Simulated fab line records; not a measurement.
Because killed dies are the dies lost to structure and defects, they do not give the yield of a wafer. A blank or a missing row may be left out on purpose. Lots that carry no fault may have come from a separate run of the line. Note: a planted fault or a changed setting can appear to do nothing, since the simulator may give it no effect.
Check of tool commonality :: flow gf180mcu :: 13 lots and 39 wafers in the sample

== REASON IT WAS OPENED ==
GF_HV_LDD_OVL_MEAS_47, reading HV_LDD_03_OVL: flagged on 4 of 13 lots. No-fault wafers: -0.7 nm, standard deviation 1.4.
Rule: flag the lot when none of its wafers has a number, or when each of its wafers that has one lies beyond 4 standard deviations from that mean. The rest of the lots are taken to be sound.

lot: L598
measured: day 12 13:25
on: overlay-02
HV_LDD_03_OVL (nm), wafer by wafer: 0.5 1.4 1.2
flag: 

lot: L600
measured: day 13 06:53
on: overlay-01
HV_LDD_03_OVL (nm), wafer by wafer: -0.3 -1.7 -2.4
flag: 

lot: L601
measured: day 13 14:41
on: overlay-01
HV_LDD_03_OVL (nm), wafer by wafer: 0.6 -2.0 -1.6
flag: 

lot: L602
measured: day 14 00:49
on: overlay-01
HV_LDD_03_OVL (nm), wafer by wafer: -1.4 0.6 0.6
flag: 

lot: L604
measured: day 14 19:17
on: overlay-01
HV_LDD_03_OVL (nm), wafer by wafer: -1.8 -2.2 -1.2
flag: 

lot: L606
measured: day 15 04:55
on: overlay-02
HV_LDD_03_OVL (nm), wafer by wafer: -1.6 -0.9 0.1
flag: 

lot: L609
measured: day 16 16:07
on: overlay-01
HV_LDD_03_OVL (nm), wafer by wafer: -106.3 -107.2 -105.5
flag: FLAGGED

lot: L610
measured: day 16 23:59
on: overlay-01
HV_LDD_03_OVL (nm), wafer by wafer: -110.1 -109.5 -110.7
flag: FLAGGED

lot: L611
measured: day 17 07:10
on: overlay-02
HV_LDD_03_OVL (nm), wafer by wafer: -109.2 -108.3 -109.4
flag: FLAGGED

lot: L612
measured: day 17 20:32
on: overlay-01
HV_LDD_03_OVL (nm), wafer by wafer: -110.1 -109.8 -109.8
flag: FLAGGED

lot: L618
measured: day 19 10:44
on: overlay-02
HV_LDD_03_OVL (nm), wafer by wafer: 1.3 -0.8 0.2
flag: 

lot: L619
measured: day 19 17:01
on: overlay-02
HV_LDD_03_OVL (nm), wafer by wafer: 1.2 0.0 1.9
flag: 

lot: L620
measured: day 20 03:07
on: overlay-02
HV_LDD_03_OVL (nm), wafer by wafer: -1.3 -2.4 -1.5
flag: 
On average the flagged lots' numbers are -108.8 nm, which is -108.1 nm against the usual, or -77 standard deviations.

== WHICH TOOL EACH LOT WENT THROUGH ==
The record holds 1 process step before the reading, out of a route of 602 steps. In each cell: the tool, then ch and the chambers that the sampled wafers went through, then the start.
lot: L598
flag: 
GF_HV_LDD_EXPOSE_43: iline stepper-02 ch 0, day 12 04:18

lot: L600
flag: 
GF_HV_LDD_EXPOSE_43: iline stepper-02 ch 0, day 12 21:23

lot: L601
flag: 
GF_HV_LDD_EXPOSE_43: iline stepper-02 ch 0, day 13 05:32

lot: L602
flag: 
GF_HV_LDD_EXPOSE_43: iline stepper-02 ch 0, day 13 14:05

lot: L604
flag: 
GF_HV_LDD_EXPOSE_43: iline stepper-02 ch 0, day 14 08:34

lot: L606
flag: 
GF_HV_LDD_EXPOSE_43: iline stepper-01 ch 0, day 14 18:43

lot: L609
flag: FLAGGED
GF_HV_LDD_EXPOSE_43: iline stepper-02 ch 0, day 16 04:51

lot: L610
flag: FLAGGED
GF_HV_LDD_EXPOSE_43: iline stepper-02 ch 0, day 16 12:20

lot: L611
flag: FLAGGED
GF_HV_LDD_EXPOSE_43: iline stepper-02 ch 0, day 16 20:16

lot: L612
flag: FLAGGED
GF_HV_LDD_EXPOSE_43: iline stepper-02 ch 0, day 17 09:00

lot: L618
flag: 
GF_HV_LDD_EXPOSE_43: iline stepper-01 ch 0, day 18 22:55

lot: L619
flag: 
GF_HV_LDD_EXPOSE_43: iline stepper-01 ch 0, day 19 04:45

lot: L620
flag: 
GF_HV_LDD_EXPOSE_43: iline stepper-01 ch 0, day 19 14:56
What is done by these steps:
- GF_HV_LDD_EXPOSE_43: exposes mask Pplus HV AREA, target cd 400 nm.
- GF_HV_LDD_OVL_MEAS_47

== FLAGGED AGAINST TOTAL, ONE TOOL AT A TIME (gauges that did the reading follow at the end) ==
step: GF_HV_LDD_EXPOSE_43
tool: iline stepper-01
lots run: 4
flagged: 0
share of the flagged lots: none
sound lots run after its first flagged lot: -

step: GF_HV_LDD_EXPOSE_43
tool: iline stepper-02
lots run: 9
flagged: 4
share of the flagged lots: all
sound lots run after its first flagged lot: 0

step: GF_HV_LDD_OVL_MEAS_47
tool: overlay-01
lots run: 7
flagged: 3
share of the flagged lots: some
sound lots run after its first flagged lot: 0

step: GF_HV_LDD_OVL_MEAS_47
tool: overlay-02
lots run: 6
flagged: 1
share of the flagged lots: some
sound lots run after its first flagged lot: 3 (L618,L619,L620)

== THE TABLE: WHAT IT ALLOWS ==
1 row of the table ran every flagged lot: iline stepper-02 at GF_HV_LDD_EXPOSE_43.
- iline stepper-02 at GF_HV_LDD_EXPOSE_43 ran 9 lots, 4 of them flagged. Its last sound lot is L604 (day 14 08:34), its first flagged lot L609 (day 16 04:51): a fault that began between those two fits.
Just one tool remains: iline stepper-02 at GF_HV_LDD_EXPOSE_43.

== WHAT THE SIMULATOR HAD INSERTED ==
Scanner matching overlay: iline stepper-02, from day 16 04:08 on, at GF_HV_LDD_EXPOSE_43. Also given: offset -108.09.
Struck lots among those shown: L609, L610, L611, L612. The rule given above showed the same thing.
